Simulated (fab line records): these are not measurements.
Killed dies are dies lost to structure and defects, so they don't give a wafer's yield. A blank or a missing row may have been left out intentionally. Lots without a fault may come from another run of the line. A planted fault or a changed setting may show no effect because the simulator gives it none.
Split-lot study	flow sky130	route with 708 steps; 5 lots, 23 wafers read

## ON THE SPLIT
At SKY_VIA2_HDPCVD_00 (deposits SiO2, target thk 1180 nm, time 196.7 s), the setting timeS was moved away from the recipe's 196.7 s on 9 of the 23 wafers read, by -14.7% to +14.0%. All remaining wafers had this setting at the recipe value.

Between the split and the reading, the file records no step.

## THE READING
VIA2_HDPCVD_THK (nm), taken at SKY_VIA2_THK_MEAS_01. Fault-free wafers of this fab line usually give 1185 nm, standard deviation 13 nm.

wafer	tool, chamber at the split	timeS as run, s	against the recipe	VIA2_HDPCVD_THK, nm	against lot-mates on the recipe
L076.1	hdpcvd-02, 2	181.7	-7.6%	1101	-96
L076.2	hdpcvd-02, 1	181.7	-7.6%	1102	-96
L076.3	hdpcvd-02, 0	196.7	recipe	1199	-
L076.5	hdpcvd-02, 1	181.7	-7.6%	1100	-98
L076.6	hdpcvd-02, 2	196.7	recipe	1196	-
L078.1	hdpcvd-02, 1,2	196.7	recipe	1194	-
L078.3	hdpcvd-02, 2	224.2	+14.0%	1350	+154
L078.4	hdpcvd-02, 1,2	196.7	recipe	1195	-
L078.5	hdpcvd-02, 1	224.2	+14.0%	1362	+166
L078.6	hdpcvd-02, 0	196.7	recipe	1198	-
L083.1	hdpcvd-02, 2	196.7	recipe	1180	-
L083.2	hdpcvd-02, 1	182.1	-7.4%	1087	-92
L083.3	hdpcvd-02, 0	196.7	recipe	1185	-
L083.4	hdpcvd-02, 1	182.1	-7.4%	1099	-80
L083.5	hdpcvd-02, 2	196.7	recipe	1171	-
L081.4	hdpcvd-01, 1	196.7	recipe	1193	-
L081.5	hdpcvd-01, 2	196.7	recipe	1198	-
L081.6	hdpcvd-01, 1	196.7	recipe	1192	-
L084.1	hdpcvd-01, 2,1	196.7	recipe	1180	-
L084.2	hdpcvd-01, 2,1	196.7	recipe	1171	-
L084.3	hdpcvd-01, 0	167.8	-14.7%	1024	-154
L084.4	hdpcvd-01, 1	167.8	-14.7%	1005	-173
L084.5	hdpcvd-01, 2	196.7	recipe	1183	-
When a row names more than one chamber, that row covers several wafers, and the file does not tell which wafer ran in which chamber.

FIT RESULTS
A straight line over all 23 wafers: VIA2_HDPCVD_THK changes by +11.9 nm for each +1% of timeS; r = +0.99; the points scatter about the line by 9 nm.
The same after taking each lot's own level away (the mean of its wafers on the recipe; 23 wafers): +11.5 nm for each +1%; r = +1.00; scatter 6.2 nm.
On that fit, the largest move of timeS shifts the reading by 1.7e+02 nm.
The lots' own levels span 1178.0 to 1197.5 nm, that is 1.5 times the standard deviation above.
Consequently the slope shifts little with the lot-to-lot level, the two slopes agreeing.
Check: with one of the wafers moved furthest among these (-14.7%) left out of the fit, the line predicts -174 nm for it against its lot-mates. Against them it came out at -154 nm.

## THESE WAFERS: OTHER SPLITS
Before the reading, these wafers also passed through other splits. Each is held against what the fit with the lots' levels taken away leaves over:
other split on the same wafers	wafers away from the commonest value	r with VIA2_HDPCVD_THK (lot level and that fit taken away)
SKY_SD_P_IMPLANT_09 doseCm2	8	-0.14
SKY_RES_XHIGH_COAT_02 resistThkNm	8	+0.21
SKY_SD_N_IMPLANT_10 energyKev	6	+0.20
SKY_LI_CONTACT_CMP_02 leaveAboveRefNm	8	+0.33
SKY_LI_CONTACT_SPUTTER_19 powerW	6	+0.22
SKY_LI_CONTACT_SPUTTER_20 chamberPressurePa	15	-0.25
SKY_METAL1_DEVELOP_14 developTimeS	7	+0.01
SKY_METAL2_METAL_ETCH_19 icpW	8	-0.30

## THE WHOLE CHAIN: every reading that the file lists as answering this split, in the file's order
step	what it does	reading	change (the file's fit)	r (the file's)
SKY_VIA2_HDPCVD_00	deposits SiO2, target thk 1180 nm, time 196.7 s	SiO2_of_VIA2_HDPCVD_00.thkNm (the simulator's own value, which no gauge read)	+11.9 nm for each +1% of the setting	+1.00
SKY_VIA2_THK_MEAS_01		VIA2_HDPCVD_THK	+11.5 for each +1% of the setting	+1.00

## THE FILE'S OWN FIT
VIA2_HDPCVD_THK changes by +11.5 nm for each +1% of timeS, r = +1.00.
